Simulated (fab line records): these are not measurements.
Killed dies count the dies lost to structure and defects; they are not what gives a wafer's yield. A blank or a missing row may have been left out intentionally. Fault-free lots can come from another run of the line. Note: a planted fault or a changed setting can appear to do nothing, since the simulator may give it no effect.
2 desks looking at one fault || flow sky130 || every desk sees just its own numbers, and what lay behind them comes last

## THE METROLOGY DESK
Means of the sampled wafers that have a number, per lot and without regard to the tool the lot ran on: this is what the gauges read. A lot is out of limits, marked OUT, if its mean lies more than 4 standard deviations from the usual mean; the brackets give that distance.
Columns: A = cd nm at SKY_CONTACT_CD_MEAS_14, usual 170.2 nm; B = cd nm at SKY_METAL1_CD_MEAS_15, usual 140.1 nm; C = cd nm at SKY_METAL2_CD_MEAS_15, usual 140.1 nm
{"lot": "L439", "first seen here": "day 31 14:52", "A": 170.2, "B": 138.8, "C": 139.8}
{"lot": "L440", "first seen here": "day 32 01:14", "A": 168.4, "B": 141.2, "C": 140.5}
{"lot": "L441", "first seen here": "day 32 04:39", "A": 172.0, "B": 140.8, "C": 141.1}
{"lot": "L442", "first seen here": "day 32 22:11", "A": 169.8, "B": 138.6, "C": 139.5}
{"lot": "L443", "first seen here": "day 32 22:59", "A": 169.0, "B": 140.5, "C": 140.8}
{"lot": "L448", "first seen here": "day 35 03:43", "A": 171.9, "B": 142.8, "C": 139.4}
{"lot": "L450", "first seen here": "day 35 22:42", "A": 173.2, "B": 139.7, "C": 138.6}
{"lot": "L452", "first seen here": "day 37 00:50", "A": 170.0, "B": 140.5, "C": 137.2}
{"lot": "L453", "first seen here": "day 37 06:52", "A": 168.5, "B": 138.7, "C": 137.8}
{"lot": "L454", "first seen here": "day 37 07:58", "A": 168.4, "B": 138.4, "C": 140.6}
{"lot": "L458", "first seen here": "day 37 21:26", "A": 171.9, "B": 142.9, "C": 140.2}
{"lot": "L460", "first seen here": "day 38 21:11", "A": 170.7, "B": 139.5, "C": 138.1}
{"lot": "L461", "first seen here": "day 39 12:08", "A": 169.9, "B": 138.8, "C": 139.1}
This desk found nothing out of limits on any of the 13 lots.

## AT THE TOOL OWNER'S DESK: litho track-01
The tool's own readings at SKY_METAL1_DEVELOP_14 (develop time 60 s): means of the sampled wafers that have a number, for each lot that ran on this tool. A lot is out of limits, marked OUT, if its mean lies more than 4 standard deviations from the usual mean; the brackets give that distance.
Columns: A = developer temp C at SKY_METAL1_DEVELOP_14, usual 20.99 C; B = resist line temp C at SKY_METAL1_DEVELOP_14, usual 23.01 C
{"lot": "L439", "first seen here": "day 32 19:00", "A": 21.04, "B": 22.95}
{"lot": "L450", "first seen here": "day 37 02:00", "A": "21.59 (+6.0) OUT", "B": 23.03}
{"lot": "L452", "first seen here": "day 38 04:00", "A": "21.66 (+6.7) OUT", "B": 23.00}
This desk's finding: out of limits on L450, L452; first on L450, day 37 02:00 (developer temp C at SKY_METAL1_DEVELOP_14). Within limits: L439.

## BROUGHT TOGETHER
The tool owner's desk could have raised an alarm at day 37 02:00, on L450, L452.
At the metrology desk, nothing out of limits was observed.
The metrology desk has L450, L452 on record, within its limits.
Every lot named ran SKY_METAL1_DEVELOP_14 on litho track-01.

## WHAT HAD BEEN PUT IN BY THE SIMULATOR
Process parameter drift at SKY_METAL1_DEVELOP_14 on litho track-01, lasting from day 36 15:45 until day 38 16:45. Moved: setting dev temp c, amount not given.
Lots struck among those shown: L450, L452.
How many hours passed from the start of the fault until each desk's first out-of-limits reading: the tool owner's desk, 10.
